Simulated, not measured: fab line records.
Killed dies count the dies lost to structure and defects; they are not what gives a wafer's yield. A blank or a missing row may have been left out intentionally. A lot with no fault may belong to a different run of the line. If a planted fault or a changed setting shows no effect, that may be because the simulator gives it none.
fab line records / flow gf180mcu
[record] lots = 6 wafers = 18 last_day = 34
route steps=602 shown M2@362
lots with no fault: from the same line, run without faults
start_h: hours from the record's first day to the start of the lot's first wafer shown / wait_h: hours elapsed since this lot's preceding step / " the same as in the row above / L1.1+2: one row covering several wafers at once / - no value, or no start given / * or withheld: withheld / < > ~ a bound
route shown NAME@n: a module of which the file shows steps, and the number in the route of the first / usual: mean/standard deviation of fault-free wafers / same: alike in all rows / chamber/n: place in a boat / sites: readings site by site / _std_site: how widely they spread, as a standard deviation / _edge_site: mean of outer sites minus mean of inner sites / radius_mm: how far each site lies from the wafer's centre / mask NAME#n: copy n / behind: the tool/chamber that last shaped the wafer / hold: why the lot went on hold/how many hours it stayed there/how the hold came to an end / device: names the non-switching transistor (n, p or np) / end of line: the route-end tests of the same wafers / a step given without rows: its recipe and nothing more / killed: not the wafer's yield, but the dies lost to structure and defects at the first sort / map: per-die view of a wafer (x killed, . not killed, _ where there is no die)
set.NAME: the run value of the setting; set.NAME@STEP: its run value at that earlier step / model.NAME: the simulator's own value behind a step, which no gauge read
certain route steps with their lots: each step a table, each wafer a row
services: the hour from which a tool's chamber was out of use, counted from the record's first day as start_h (under 0 if before that day), plus the number of hours and why
[[steps]]
[step GF_M2_SPUTTER_00]
[recipe] material = Ti target_thk_nm = 37.5 arriving_ion_energy_ev = 80 substrate_temp_c = 200 chamber_pressure_pa = 2 power_w = 4000 time_s = 150
[usual] throttle_valve_pct = 30.3/0.76
lot.wafer=L210.1 tool=pvd_sputter-01 chamber=- start_h=442.40 wait_h=0.1 throttle_valve_pct=31.3
lot.wafer=L210.4 tool=pvd_sputter-01 chamber=- start_h=442.40 wait_h=0.1 throttle_valve_pct=30.8
lot.wafer=L210.6 tool=pvd_sputter-01 chamber=- start_h=442.40 wait_h=0.1 throttle_valve_pct=30.6
lot.wafer=L219.1 tool=pvd_sputter-03 chamber=- start_h=525.10 wait_h=0.2 throttle_valve_pct=30.6
lot.wafer=L219.4 tool=pvd_sputter-03 chamber=- start_h=525.10 wait_h=0.2 throttle_valve_pct=31.0
lot.wafer=L219.6 tool=pvd_sputter-03 chamber=- start_h=525.10 wait_h=0.2 throttle_valve_pct=30.5
lot.wafer=L220.1 tool=pvd_sputter-01 chamber=- start_h=531.60 wait_h=0.2 throttle_valve_pct=31.0
lot.wafer=L220.2 tool=pvd_sputter-01 chamber=- start_h=531.60 wait_h=0.2 throttle_valve_pct=31.0
lot.wafer=L220.4 tool=pvd_sputter-01 chamber=- start_h=531.60 wait_h=0.2 throttle_valve_pct=29.3
lot.wafer=L221.3 tool=pvd_sputter-01 chamber=- start_h=541.93 wait_h=0.1 throttle_valve_pct=31.3
lot.wafer=L221.4 tool=pvd_sputter-01 chamber=- start_h=541.93 wait_h=0.1 throttle_valve_pct=30.9
lot.wafer=L221.5 tool=pvd_sputter-01 chamber=- start_h=541.93 wait_h=0.1 throttle_valve_pct=29.0
lot.wafer=L222.1 tool=pvd_sputter-04 chamber=- start_h=545.38 wait_h=0.1 throttle_valve_pct=28.9
lot.wafer=L222.2 tool=pvd_sputter-04 chamber=- start_h=545.38 wait_h=0.1 throttle_valve_pct=30.4
lot.wafer=L222.4 tool=pvd_sputter-04 chamber=- start_h=545.38 wait_h=0.1 throttle_valve_pct=30.7
lot.wafer=L230.2 tool=pvd_sputter-04 chamber=- start_h=606.51 wait_h=0.2 throttle_valve_pct=29.2
lot.wafer=L230.4 tool=pvd_sputter-04 chamber=- start_h=606.51 wait_h=0.2 throttle_valve_pct=30.5
lot.wafer=L230.5 tool=pvd_sputter-04 chamber=- start_h=606.51 wait_h=0.2 throttle_valve_pct=30.7
[step GF_M2_SPUTTER_01]
[recipe] material = TiN target_thk_nm = 30 power_w = 6500 time_s = 25 chamber_pressure_pa = 0.4
[usual] throttle_valve_pct = 30.3/0.75
lot.wafer=L210.1 tool=pvd_sputter-01 chamber=- start_h=442.50 wait_h=0.1 throttle_valve_pct=31.3
lot.wafer=L210.4 tool=pvd_sputter-01 chamber=- start_h=442.50 wait_h=0.1 throttle_valve_pct=30.6
lot.wafer=L210.6 tool=pvd_sputter-01 chamber=- start_h=442.50 wait_h=0.1 throttle_valve_pct=30.8
lot.wafer=L219.1 tool=pvd_sputter-03 chamber=- start_h=525.20 wait_h=0.1 throttle_valve_pct=30.4
lot.wafer=L219.4 tool=pvd_sputter-03 chamber=- start_h=525.20 wait_h=0.1 throttle_valve_pct=30.5
lot.wafer=L219.6 tool=pvd_sputter-03 chamber=- start_h=525.20 wait_h=0.1 throttle_valve_pct=30.3
lot.wafer=L220.1 tool=pvd_sputter-01 chamber=- start_h=531.70 wait_h=0.1 throttle_valve_pct=30.8
lot.wafer=L220.2 tool=pvd_sputter-01 chamber=- start_h=531.70 wait_h=0.1 throttle_valve_pct=31.1
lot.wafer=L220.4 tool=pvd_sputter-01 chamber=- start_h=531.70 wait_h=0.1 throttle_valve_pct=29.1
lot.wafer=L221.3 tool=pvd_sputter-01 chamber=- start_h=542.03 wait_h=0.1 throttle_valve_pct=31.5
lot.wafer=L221.4 tool=pvd_sputter-01 chamber=- start_h=542.03 wait_h=0.1 throttle_valve_pct=30.5
lot.wafer=L221.5 tool=pvd_sputter-01 chamber=- start_h=542.03 wait_h=0.1 throttle_valve_pct=28.7
lot.wafer=L222.1 tool=pvd_sputter-04 chamber=- start_h=545.48 wait_h=0.1 throttle_valve_pct=29.1
lot.wafer=L222.2 tool=pvd_sputter-04 chamber=- start_h=545.48 wait_h=0.1 throttle_valve_pct=30.5
lot.wafer=L222.4 tool=pvd_sputter-04 chamber=- start_h=545.48 wait_h=0.1 throttle_valve_pct=30.4
lot.wafer=L230.2 tool=pvd_sputter-04 chamber=- start_h=606.61 wait_h=0.1 throttle_valve_pct=28.8
lot.wafer=L230.4 tool=pvd_sputter-04 chamber=- start_h=606.61 wait_h=0.1 throttle_valve_pct=30.7
lot.wafer=L230.5 tool=pvd_sputter-04 chamber=- start_h=606.61 wait_h=0.1 throttle_valve_pct=30.7
[step GF_M2_SPUTTER_02]
[recipe] material = AlCu target_thk_nm = 450 power_w = 10600 time_s = 23.9 chamber_pressure_pa = 0.4
[usual] throttle_valve_pct = 30.3/0.78
lot.wafer=L210.1 tool=pvd_sputter-01 chamber=- start_h=442.53 wait_h=0.0 throttle_valve_pct=31.3
lot.wafer=L210.4 tool=pvd_sputter-01 chamber=- start_h=442.53 wait_h=0.0 throttle_valve_pct=30.8
lot.wafer=L210.6 tool=pvd_sputter-01 chamber=- start_h=442.53 wait_h=0.0 throttle_valve_pct=30.8
lot.wafer=L219.1 tool=pvd_sputter-03 chamber=- start_h=525.23 wait_h=0.0 throttle_valve_pct=30.5
lot.wafer=L219.4 tool=pvd_sputter-03 chamber=- start_h=525.23 wait_h=0.0 throttle_valve_pct=30.7
lot.wafer=L219.6 tool=pvd_sputter-03 chamber=- start_h=525.23 wait_h=0.0 throttle_valve_pct=30.5
lot.wafer=L220.1 tool=pvd_sputter-01 chamber=- start_h=531.73 wait_h=0.0 throttle_valve_pct=30.9
lot.wafer=L220.2 tool=pvd_sputter-01 chamber=- start_h=531.73 wait_h=0.0 throttle_valve_pct=31.4
lot.wafer=L220.4 tool=pvd_sputter-01 chamber=- start_h=531.73 wait_h=0.0 throttle_valve_pct=29.2
lot.wafer=L221.3 tool=pvd_sputter-01 chamber=- start_h=542.07 wait_h=0.0 throttle_valve_pct=31.2
lot.wafer=L221.4 tool=pvd_sputter-01 chamber=- start_h=542.07 wait_h=0.0 throttle_valve_pct=31.0
lot.wafer=L221.5 tool=pvd_sputter-01 chamber=- start_h=542.07 wait_h=0.0 throttle_valve_pct=29.0
lot.wafer=L222.1 tool=pvd_sputter-04 chamber=- start_h=545.51 wait_h=0.0 throttle_valve_pct=28.9
lot.wafer=L222.2 tool=pvd_sputter-04 chamber=- start_h=545.51 wait_h=0.0 throttle_valve_pct=30.7
lot.wafer=L222.4 tool=pvd_sputter-04 chamber=- start_h=545.51 wait_h=0.0 throttle_valve_pct=30.4
lot.wafer=L230.2 tool=pvd_sputter-04 chamber=- start_h=606.64 wait_h=0.0 throttle_valve_pct=29.0
lot.wafer=L230.4 tool=pvd_sputter-04 chamber=- start_h=606.64 wait_h=0.0 throttle_valve_pct=30.7
lot.wafer=L230.5 tool=pvd_sputter-04 chamber=- start_h=606.64 wait_h=0.0 throttle_valve_pct=30.7
[step GF_M2_SPUTTER_03]
[recipe] material = Ti target_thk_nm = 10 substrate_temp_c = 300 chamber_pressure_pa = 0.3139 power_w = 3000 time_s = 6.7
[usual] throttle_valve_pct = 30.2/0.77
lot.wafer=L210.1 tool=pvd_sputter-01 chamber=- start_h=442.56 wait_h=0.0 throttle_valve_pct=31.4
lot.wafer=L210.4 tool=pvd_sputter-01 chamber=- start_h=442.56 wait_h=0.0 throttle_valve_pct=30.9
lot.wafer=L210.6 tool=pvd_sputter-01 chamber=- start_h=442.56 wait_h=0.0 throttle_valve_pct=30.8
lot.wafer=L219.1 tool=pvd_sputter-03 chamber=- start_h=525.26 wait_h=0.0 throttle_valve_pct=30.4
lot.wafer=L219.4 tool=pvd_sputter-03 chamber=- start_h=525.26 wait_h=0.0 throttle_valve_pct=30.6
lot.wafer=L219.6 tool=pvd_sputter-03 chamber=- start_h=525.26 wait_h=0.0 throttle_valve_pct=30.5
lot.wafer=L220.1 tool=pvd_sputter-01 chamber=- start_h=531.76 wait_h=0.0 throttle_valve_pct=30.9
lot.wafer=L220.2 tool=pvd_sputter-01 chamber=- start_h=531.76 wait_h=0.0 throttle_valve_pct=31.2
lot.wafer=L220.4 tool=pvd_sputter-01 chamber=- start_h=531.76 wait_h=0.0 throttle_valve_pct=29.2
lot.wafer=L221.3 tool=pvd_sputter-01 chamber=- start_h=542.10 wait_h=0.0 throttle_valve_pct=31.2
lot.wafer=L221.4 tool=pvd_sputter-01 chamber=- start_h=542.10 wait_h=0.0 throttle_valve_pct=31.0
lot.wafer=L221.5 tool=pvd_sputter-01 chamber=- start_h=542.10 wait_h=0.0 throttle_valve_pct=28.9
lot.wafer=L222.1 tool=pvd_sputter-04 chamber=- start_h=545.54 wait_h=0.0 throttle_valve_pct=29.0
lot.wafer=L222.2 tool=pvd_sputter-04 chamber=- start_h=545.54 wait_h=0.0 throttle_valve_pct=30.4
lot.wafer=L222.4 tool=pvd_sputter-04 chamber=- start_h=545.54 wait_h=0.0 throttle_valve_pct=30.5
lot.wafer=L230.2 tool=pvd_sputter-04 chamber=- start_h=606.67 wait_h=0.0 throttle_valve_pct=29.3
lot.wafer=L230.4 tool=pvd_sputter-04 chamber=- start_h=606.67 wait_h=0.0 throttle_valve_pct=30.5
lot.wafer=L230.5 tool=pvd_sputter-04 chamber=- start_h=606.67 wait_h=0.0 throttle_valve_pct=30.8
[step GF_M2_SPUTTER_04]
[recipe] material = TiN target_thk_nm = 50 power_w = 6500 time_s = 41.7 chamber_pressure_pa = 0.4
[usual] throttle_valve_pct = 30.2/0.76
lot.wafer=L210.1 tool=pvd_sputter-01 chamber=- start_h=442.58 wait_h=0.0 throttle_valve_pct=31.3
lot.wafer=L210.4 tool=pvd_sputter-01 chamber=- start_h=442.58 wait_h=0.0 throttle_valve_pct=30.8
lot.wafer=L210.6 tool=pvd_sputter-01 chamber=- start_h=442.58 wait_h=0.0 throttle_valve_pct=30.7
lot.wafer=L219.1 tool=pvd_sputter-03 chamber=- start_h=525.28 wait_h=0.0 throttle_valve_pct=30.8
lot.wafer=L219.4 tool=pvd_sputter-03 chamber=- start_h=525.28 wait_h=0.0 throttle_valve_pct=30.7
lot.wafer=L219.6 tool=pvd_sputter-03 chamber=- start_h=525.28 wait_h=0.0 throttle_valve_pct=30.8
lot.wafer=L220.1 tool=pvd_sputter-01 chamber=- start_h=531.78 wait_h=0.0 throttle_valve_pct=30.6
lot.wafer=L220.2 tool=pvd_sputter-01 chamber=- start_h=531.78 wait_h=0.0 throttle_valve_pct=31.3
lot.wafer=L220.4 tool=pvd_sputter-01 chamber=- start_h=531.78 wait_h=0.0 throttle_valve_pct=29.4
lot.wafer=L221.3 tool=pvd_sputter-01 chamber=- start_h=542.12 wait_h=0.0 throttle_valve_pct=31.1
lot.wafer=L221.4 tool=pvd_sputter-01 chamber=- start_h=542.12 wait_h=0.0 throttle_valve_pct=30.8
lot.wafer=L221.5 tool=pvd_sputter-01 chamber=- start_h=542.12 wait_h=0.0 throttle_valve_pct=29.0
lot.wafer=L222.1 tool=pvd_sputter-04 chamber=- start_h=545.56 wait_h=0.0 throttle_valve_pct=29.2
lot.wafer=L222.2 tool=pvd_sputter-04 chamber=- start_h=545.56 wait_h=0.0 throttle_valve_pct=30.6
lot.wafer=L222.4 tool=pvd_sputter-04 chamber=- start_h=545.56 wait_h=0.0 throttle_valve_pct=30.4
lot.wafer=L230.2 tool=pvd_sputter-04 chamber=- start_h=606.69 wait_h=0.0 throttle_valve_pct=29.0
lot.wafer=L230.4 tool=pvd_sputter-04 chamber=- start_h=606.69 wait_h=0.0 throttle_valve_pct=30.3
lot.wafer=L230.5 tool=pvd_sputter-04 chamber=- start_h=606.69 wait_h=0.0 throttle_valve_pct=30.8
[step GF_M2_RS_MEAS_05]
[recipe] thk_meas_gauge = four-point-probe reads = TiN_of_M2_SPUTTER_04+Ti_of_M2_SPUTTER_03+AlCu_of_M2_SPUTTER_02+TiN_of_M2_SPUTTER_01+Ti_of_M2_SPUTTER_00
[usual] M2_ALCU_RS = 0.0693/0.00088
lot.wafer=L210.1 tool=film_metro-04 chamber=- start_h=442.62 wait_h=0.0 M2_ALCU_RS[ohm/sq]=0.0683
lot.wafer=L210.4 tool=film_metro-04 chamber=- start_h=442.62 wait_h=0.0 M2_ALCU_RS[ohm/sq]=0.0693
lot.wafer=L210.6 tool=film_metro-04 chamber=- start_h=442.62 wait_h=0.0 M2_ALCU_RS[ohm/sq]=0.0701
lot.wafer=L219.1 tool=film_metro-02 chamber=- start_h=525.32 wait_h=0.0 M2_ALCU_RS[ohm/sq]=0.0710
lot.wafer=L219.4 tool=film_metro-02 chamber=- start_h=525.32 wait_h=0.0 M2_ALCU_RS[ohm/sq]=0.0697
lot.wafer=L219.6 tool=film_metro-02 chamber=- start_h=525.32 wait_h=0.0 M2_ALCU_RS[ohm/sq]=0.0713
lot.wafer=L220.1 tool=film_metro-04 chamber=- start_h=531.82 wait_h=0.0 M2_ALCU_RS[ohm/sq]=0.0686
lot.wafer=L220.2 tool=film_metro-04 chamber=- start_h=531.82 wait_h=0.0 M2_ALCU_RS[ohm/sq]=0.0674
lot.wafer=L220.4 tool=film_metro-04 chamber=- start_h=531.82 wait_h=0.0 M2_ALCU_RS[ohm/sq]=0.0679
lot.wafer=L221.3 tool=film_metro-04 chamber=- start_h=542.20 wait_h=0.1 M2_ALCU_RS[ohm/sq]=0.0698
lot.wafer=L221.4 tool=film_metro-04 chamber=- start_h=542.20 wait_h=0.1 M2_ALCU_RS[ohm/sq]=0.0710
lot.wafer=L221.5 tool=film_metro-04 chamber=- start_h=542.20 wait_h=0.1 M2_ALCU_RS[ohm/sq]=0.0704
lot.wafer=L222.1 tool=film_metro-02 chamber=- start_h=545.60 wait_h=0.0 M2_ALCU_RS[ohm/sq]=0.0687
lot.wafer=L222.2 tool=film_metro-02 chamber=- start_h=545.60 wait_h=0.0 M2_ALCU_RS[ohm/sq]=0.0700
lot.wafer=L222.4 tool=film_metro-02 chamber=- start_h=545.60 wait_h=0.0 M2_ALCU_RS[ohm/sq]=0.0693
lot.wafer=L230.2 tool=film_metro-04 chamber=- start_h=606.75 wait_h=0.0 M2_ALCU_RS[ohm/sq]=0.0683
lot.wafer=L230.4 tool=film_metro-04 chamber=- start_h=606.75 wait_h=0.0 M2_ALCU_RS[ohm/sq]=0.0692
lot.wafer=L230.5 tool=film_metro-04 chamber=- start_h=606.75 wait_h=0.0 M2_ALCU_RS[ohm/sq]=0.0687
[step GF_M2_THK_MEAS_06]
[recipe] thk_meas_gauge = xrf reads = AlCu_of_M2_SPUTTER_02
[usual] M2_ALCU_THK = 451/5.6
lot.wafer=L210.1 tool=film_metro-04 chamber=- start_h=442.74 wait_h=0.1 M2_ALCU_THK[nm]=454
lot.wafer=L210.4 tool=film_metro-04 chamber=- start_h=442.74 wait_h=0.1 M2_ALCU_THK[nm]=449
lot.wafer=L210.6 tool=film_metro-04 chamber=- start_h=442.74 wait_h=0.1 M2_ALCU_THK[nm]=444
lot.wafer=L219.1 tool=film_metro-02 chamber=- start_h=525.44 wait_h=0.1 M2_ALCU_THK[nm]=444
lot.wafer=L219.4 tool=film_metro-02 chamber=- start_h=525.44 wait_h=0.1 M2_ALCU_THK[nm]=454
lot.wafer=L219.6 tool=film_metro-02 chamber=- start_h=525.44 wait_h=0.1 M2_ALCU_THK[nm]=439
lot.wafer=L220.1 tool=film_metro-04 chamber=- start_h=531.94 wait_h=0.1 M2_ALCU_THK[nm]=453
lot.wafer=L220.2 tool=film_metro-04 chamber=- start_h=531.94 wait_h=0.1 M2_ALCU_THK[nm]=461
lot.wafer=L220.4 tool=film_metro-04 chamber=- start_h=531.94 wait_h=0.1 M2_ALCU_THK[nm]=460
lot.wafer=L221.3 tool=film_metro-04 chamber=- start_h=542.30 wait_h=0.1 M2_ALCU_THK[nm]=445
lot.wafer=L221.4 tool=film_metro-04 chamber=- start_h=542.30 wait_h=0.1 M2_ALCU_THK[nm]=438
lot.wafer=L221.5 tool=film_metro-04 chamber=- start_h=542.30 wait_h=0.1 M2_ALCU_THK[nm]=444
lot.wafer=L222.1 tool=film_metro-02 chamber=- start_h=545.72 wait_h=0.1 M2_ALCU_THK[nm]=457
lot.wafer=L222.2 tool=film_metro-02 chamber=- start_h=545.72 wait_h=0.1 M2_ALCU_THK[nm]=450
lot.wafer=L222.4 tool=film_metro-02 chamber=- start_h=545.72 wait_h=0.1 M2_ALCU_THK[nm]=454
lot.wafer=L230.2 tool=film_metro-04 chamber=- start_h=606.86 wait_h=0.1 M2_ALCU_THK[nm]=453
lot.wafer=L230.4 tool=film_metro-04 chamber=- start_h=606.86 wait_h=0.1 M2_ALCU_THK[nm]=448
lot.wafer=L230.5 tool=film_metro-04 chamber=- start_h=606.86 wait_h=0.1 M2_ALCU_THK[nm]=450
[step GF_M2_DEHYDRATE_07]
[recipe] temp_c = 200 time_s = 60
[step GF_M2_HMDS_08]
[recipe] prime_time_s = 60 prime_temp_c = 120
[step GF_M2_COAT_09]
[recipe] resist = KrF spin_rpm = withheld resist_thk_nm = 1000
[step GF_M2_SOFTBAKE_10]
[recipe] temp_c = 130 time_s = 60 resist = KrF
[step GF_M2_EXPOSE_11]
[recipe] mask_id = Metal2 target_cd_nm = 280 na = 0.68 source_shape = conventional sigma_outer = 0.6 dose_mj = 28
[step GF_M2_PEB_12]
[recipe] peb_temp_c = 135 peb_time_s = 90 resist = KrF
[usual] chill_plate_temp_C = 23.00/0.095 exhaust_pa = 45.0/1
lot.wafer=L210.1 tool=litho_track-02 chamber=0 start_h=466.69 wait_h=- chill_plate_temp_C=22.96 exhaust_pa=43.5
lot.wafer=L210.4 tool=litho_track-02 chamber=0 start_h=466.69 wait_h=- chill_plate_temp_C=23.01 exhaust_pa=45.2
lot.wafer=L210.6 tool=litho_track-02 chamber=0 start_h=466.69 wait_h=- chill_plate_temp_C=22.97 exhaust_pa=44.3
lot.wafer=L219.1 tool=litho_track-04 chamber=0 start_h=547.78 wait_h=- chill_plate_temp_C=23.06 exhaust_pa=45.3
lot.wafer=L219.4 tool=litho_track-04 chamber=0 start_h=547.78 wait_h=- chill_plate_temp_C=23.02 exhaust_pa=43.9
lot.wafer=L219.6 tool=litho_track-04 chamber=0 start_h=547.78 wait_h=- chill_plate_temp_C=22.89 exhaust_pa=43.8
lot.wafer=L220.1 tool=litho_track-04 chamber=0 start_h=554.13 wait_h=- chill_plate_temp_C=23.03 exhaust_pa=44.2
lot.wafer=L220.2 tool=litho_track-04 chamber=0 start_h=554.13 wait_h=- chill_plate_temp_C=23.17 exhaust_pa=44.9
lot.wafer=L220.4 tool=litho_track-04 chamber=0 start_h=554.13 wait_h=- chill_plate_temp_C=22.88 exhaust_pa=44.6
lot.wafer=L221.3 tool=litho_track-02 chamber=- start_h=563.91 wait_h=- chill_plate_temp_C=- exhaust_pa=-
lot.wafer=L221.4 tool=litho_track-02 chamber=- start_h=563.91 wait_h=- chill_plate_temp_C=- exhaust_pa=-
lot.wafer=L221.5 tool=litho_track-02 chamber=- start_h=563.91 wait_h=- chill_plate_temp_C=- exhaust_pa=-
lot.wafer=L222.1 tool=litho_track-01 chamber=- start_h=567.60 wait_h=- chill_plate_temp_C=- exhaust_pa=-
lot.wafer=L222.2 tool=litho_track-01 chamber=- start_h=567.60 wait_h=- chill_plate_temp_C=- exhaust_pa=-
lot.wafer=L222.4 tool=litho_track-01 chamber=- start_h=567.60 wait_h=- chill_plate_temp_C=- exhaust_pa=-
lot.wafer=L230.2 tool=litho_track-02 chamber=0 start_h=626.22 wait_h=- chill_plate_temp_C=22.94 exhaust_pa=45.5
lot.wafer=L230.4 tool=litho_track-02 chamber=0 start_h=626.22 wait_h=- chill_plate_temp_C=22.98 exhaust_pa=45.4
lot.wafer=L230.5 tool=litho_track-02 chamber=0 start_h=626.22 wait_h=- chill_plate_temp_C=23.11 exhaust_pa=45.0
[step GF_M2_DEVELOP_13]
[recipe] develop_time_s = 60 dev_temp_c = 21
[[services]]
tool=litho_track-02 chamber=- start_h=453.96 hours=- kind=consumable_replace:filter
tool=pvd_sputter-03 chamber=- start_h=484.16 hours=2.4 kind=repair
tool=pvd_sputter-04 chamber=- start_h=560.63 hours=0.9 kind=repair
tool=pvd_sputter-03 chamber=- start_h=577.02 hours=4.0 kind=repair
tool=pvd_sputter-01 chamber=- start_h=590.01 hours=0.7 kind=repair
[[key]]
[first_sign] step = GF_M2_PEB_12 reading = tool_record direction = missing
effect none on later readings
met_at GF_M2_PEB_12
struck_wafers L221.3,L221.4,L221.5,L222.1,L222.2,L222.4
later_rows_left_out L221.3,L221.4,L221.5,L222.1,L222.2,L222.4
sort_left_out L221.3,L221.4,L221.5,L222.1,L222.2,L222.4
onset_between 466.69 563.91
[fault] kind = skipped_step_whole tool = litho_track-01,litho_track-02 chamber = - onset_h = 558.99 steps = GF_M2_PEB_12 scope = struck_lots_only
// sort_left_out: the simulated sort isn't trusted on such a fault, so these wafers' sort isn't shown, and their yield isn't known
// later_rows_left_out: the simulator's readings of these wafers behind a module that went badly wrong aren't trusted and aren't shown, but for the sort
